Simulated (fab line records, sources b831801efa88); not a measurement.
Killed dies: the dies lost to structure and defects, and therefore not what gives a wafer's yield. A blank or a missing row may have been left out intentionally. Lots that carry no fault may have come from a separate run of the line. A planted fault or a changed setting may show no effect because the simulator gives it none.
Which tool did it? | flow gf180mcu | 13 lots, 39 wafers sampled, at 5 steps of a route of 602

## WHAT THE GAUGES SHOWED, per wafer
GF_NWELL_TW_MEAS_11.
lot  | measured    | on            | NWELL_TW
L940 | day 3 07:13 | film_metro-03 | 1573 1574 1576
L941 | day 3 13:10 | film_metro-04 | 1596 1601 1599
L942 | day 3 20:28 | film_metro-04 | 1590 1589 1604
L943 | day 4 00:28 | film_metro-04 | 1590 1597 1599
L944 | day 4 06:13 | film_metro-01 | 1582 1577 1568
L946 | day 4 16:06 | film_metro-03 | 1923 1922 1910
L948 | day 5 09:58 | film_metro-03 | 1593 1585 1582
L952 | day 6 04:56 | film_metro-04 | 1952 1948 1963
L957 | day 7 05:29 | film_metro-01 | 1565 1580 1582
L958 | day 7 09:13 | film_metro-03 | 1573 1585 1582
L960 | day 7 22:57 | film_metro-03 | 1583 1581 1584
L962 | day 8 10:37 | film_metro-01 | 1566 1567 1568
L963 | day 8 15:10 | film_metro-01 | 1563 1562 1571

GF_VT_IMPLANT_RS_MEAS_47: measurement is done with a four-point probe.
lot  | measured     | on            | NWELL_RS (ohm/sq)
L940 | day 7 12:28  | film_metro-01 | 488.5 486.7 487.4
L941 | day 7 16:38  | film_metro-03 | 488.4 489.1 489.1
L942 | day 8 02:35  | film_metro-01 | 488.3 488.7 487.7
L943 | day 8 08:17  | film_metro-03 | 488.3 488.2 487.9
L944 | day 8 15:01  | film_metro-03 | 488.9 489.3 489.6
L946 | day 9 03:19  | film_metro-01 | 349.5 349.0 348.6
L948 | day 10 03:36 | film_metro-03 | 488.7 488.0 489.3
L952 | day 11 02:26 | film_metro-01 | 349.3 349.9 349.8
L957 | day 12 08:55 | film_metro-03 | 487.4 489.0 488.1
L958 | day 12 14:35 | film_metro-04 | 487.0 487.1 487.9
L960 | day 13 06:17 | film_metro-01 | 487.2 487.7 486.1
L962 | day 13 21:16 | film_metro-04 | 487.3 487.4 488.4
L963 | day 14 03:22 | film_metro-03 | 488.3 488.2 487.9

GF_V3_THK_MEAS_25: measures by xrf.
lot  | measured     | on            | V3_W_THK (nm)
L940 | day 22 06:01 | film_metro-03 | 353 357 354
L941 | day 22 11:01 | film_metro-04 | 332 338 338
L942 | day 23 03:08 | film_metro-03 | 350 350 353
L943 | day 23 15:13 | film_metro-03 | 351 353 349
L944 | day 23 20:56 | film_metro-02 | 344 344 354
L946 | day 24 16:12 | film_metro-02 | 344 349 347
L948 | day 25 16:46 | film_metro-02 | 345 345 350
L952 | day 26 21:11 | film_metro-03 | 356 346 356
L957 | day 28 01:22 | film_metro-04 | 346 340 349
L958 | day 28 10:28 | film_metro-02 | 349 345 345
L960 | day 28 23:21 | film_metro-03 | 350 347 350
L962 | day 29 14:43 | film_metro-02 | 343 345 350
L963 | day 29 19:32 | film_metro-03 | 350 343 340

GF_M4_OVL_MEAS_15.
lot  | measured     | on         | M4_OVL (nm)
L940 | day 23 06:02 | overlay-01 | 2 -2 -5
L941 | day 23 10:35 | overlay-02 | -4 -7 -7
L942 | day 24 02:31 | overlay-02 | 8 0 6
L943 | day 24 14:35 | overlay-01 | 13 2 -2
L944 | day 24 19:59 | overlay-01 | 9 7 4
L946 | day 25 14:23 | overlay-02 | 2 6 2
L948 | day 26 14:08 | overlay-02 | 7 4 2
L952 | day 27 17:16 | overlay-01 | -4 0 -3
L957 | day 28 21:08 | overlay-02 | -3 0 -1
L958 | day 29 06:37 | overlay-02 | 1 6 3
L960 | day 29 18:56 | overlay-01 | 8 10 6
L962 | day 30 09:14 | overlay-01 | 3 8 2
L963 | day 30 13:47 | overlay-01 | 14 0 -3

## WHICH TOOL RAN EACH LOT (tool, then ch and the chambers of the sampled wafers, then the start)
lot  | GF_NWELL_IMPLANT_08
L940 | implanter-02 ch 0, day 3 06:50
L941 | implanter-02 ch 0, day 3 12:46
L942 | implanter-02 ch 0, day 3 20:04
L943 | implanter-03 ch 0, day 4 00:04
L944 | implanter-04 ch 0, day 4 05:50
L946 | implanter-04 ch 0, day 4 15:25
L948 | implanter-02 ch 0, day 5 09:35
L952 | implanter-03 ch 0, day 6 04:13
L957 | implanter-04 ch 0, day 7 05:05
L958 | implanter-02 ch 0, day 7 08:51
L960 | implanter-04 ch 0, day 7 22:33
L962 | implanter-02 ch 0, day 8 10:14
L963 | implanter-04 ch 0, day 8 14:48
- GF_NWELL_IMPLANT_08

## WHAT THE TOOLS THEMSELVES READ (means of the sampled wafers that have a number; where no wafer has one, the mark that the record gives instead)
GF_NWELL_IMPLANT_08.
lot  | tool         | tilt_deg (degrees)
L940 | implanter-02 | -0.017
L941 | implanter-02 | 0.016
L942 | implanter-02 | 0.006
L943 | implanter-03 | -0.008
L944 | implanter-04 | -0.002
L946 | implanter-04 | 0.014
L948 | implanter-02 | -0.026
L952 | implanter-03 | -0.009
L957 | implanter-04 | 0.017
L958 | implanter-02 | -0.011
L960 | implanter-04 | 0.018
L962 | implanter-02 | -0.001
L963 | implanter-04 | 0.016

## THE ANSWER, worked out from the rows above alone
Rule: the usual values come from the lots themselves. Put in order of their means at a reading, lots are off if they are a third of the lots or fewer, leave a main group of 4 or more, and stand apart from it by a gap of 3 or more times the standard deviation of the main group's means; of several such gaps the widest counts. Not used: any main group whose means are identical at the precision the tables above print for the reading. Also off: a lot with no number at a reading for which 4 or more lots have one. The other lots that the step has rows for count as sound. First the gauges in route order, then the tools' own readings, where a lot's mean is used as printed above. At the first step where some lot is off, the reading lying furthest off is the one used; lots without a number count as furthest.
Off: at GF_NWELL_TW_MEAS_11 (NWELL_TW), L946, L952. Mean 1581 and standard deviation 11 in the main group.
If a tool, at a process step before that reading, ran all the lots that are off and no sound lot after the first of them, it fits. Not tried: the gauges at GF_NWELL_TW_MEAS_11; whatever is off there is also off at GF_VT_IMPLANT_RS_MEAS_47, on other tools, and gauge error can't account for it. None of those tried fits.

## WHAT THE SIMULATOR HAD PUT IN
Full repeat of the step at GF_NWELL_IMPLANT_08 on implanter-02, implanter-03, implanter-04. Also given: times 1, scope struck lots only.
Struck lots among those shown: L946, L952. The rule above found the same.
